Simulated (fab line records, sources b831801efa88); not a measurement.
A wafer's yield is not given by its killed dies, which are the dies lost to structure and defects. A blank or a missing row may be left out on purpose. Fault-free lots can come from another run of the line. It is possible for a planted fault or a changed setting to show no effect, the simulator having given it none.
Matching of chambers -- flow sfqLine -- SFQ_TRILAYER_I5_ETCH_VIA_ETCH_147 on rieDiel-01: 4 sister chambers
The step etches the open film in CHF3, stops on Nb, target depth 360 nm. 14 wafers are shown with their chamber, then 6 later ones without.

== WAFERS PAIRED WITH THEIR CHAMBERS ==
wafer,chamber,drypumpMotorCurrentA (A),rfFwdPowerW (W),oesProductAu (a.u.)
L810.2,2,5.9,498.5,0.983
L810.4,3,5.9,497.8,0.990
L810.6,0,5.5,496.0,0.987
L811.1,2,5.9,497.3,0.992
L811.3,0,5.5,500.6,0.992
L811.6,2,6.0,496.8,0.989
L812.1,0,5.5,495.4,0.991
L812.3,2,5.9,496.4,0.989
L812.4,0,5.5,497.3,0.985
L813.1,3,5.9,499.8,0.991
L813.2,0,5.5,500.2,0.987
L813.5,1,5.1,498.6,0.986
L817.2,3,5.9,499.4,0.980
L817.6,0,5.5,499.3,0.991

SIGNATURES (averages over the wafers above)
reading,chamber 0,chamber 1,chamber 2,chamber 3,scatter within a chamber
drypumpMotorCurrentA,5.500,5.100,5.925,5.900,0.0274
rfFwdPowerW,498.133,498.600,497.250,499.000,1.71
oesProductAu,0.98883,0.98600,0.98825,0.98700,0.00397
Rule: for a wafer and a chamber, the distance is found by dividing, reading by reading, the gap between the wafer's reading and the chamber's mean by the reading's scatter, squaring, summing and taking the root. If the next closest chamber is less than 2 further off than the closest, the wafer can't be placed; otherwise it belongs to the closest. The scatter is the square root of a quotient: the sum, over the shown wafers, of each reading's squared deviation from its chamber's mean, divided by wafers minus chambers.

== WAFERS WHOSE CHAMBER IS MISSING ==
wafer,drypumpMotorCurrentA (A),rfFwdPowerW (W),oesProductAu (a.u.)
L830.1,5.9,501.6,0.983
L830.4,6.0,497.6,0.997
L830.5,5.5,498.8,0.991
L833.1,5.5,499.1,0.991
L833.2,5.9,499.4,1.001
L833.3,5.1,497.4,0.993

== EACH ONE'S CHAMBER ==
wafer,from the rows above,in truth
L830.1,can't be placed: 3 or 2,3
L830.4,can't be placed: 2 or 3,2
L830.5,0,0
L833.1,0,0
L833.2,can't be placed: 3 or 2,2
L833.3,1,1
3 of 6 placed correctly. Cannot be placed on the basis of these rows: 3; the candidates contain the true chamber in 3. 0 placed wrongly.
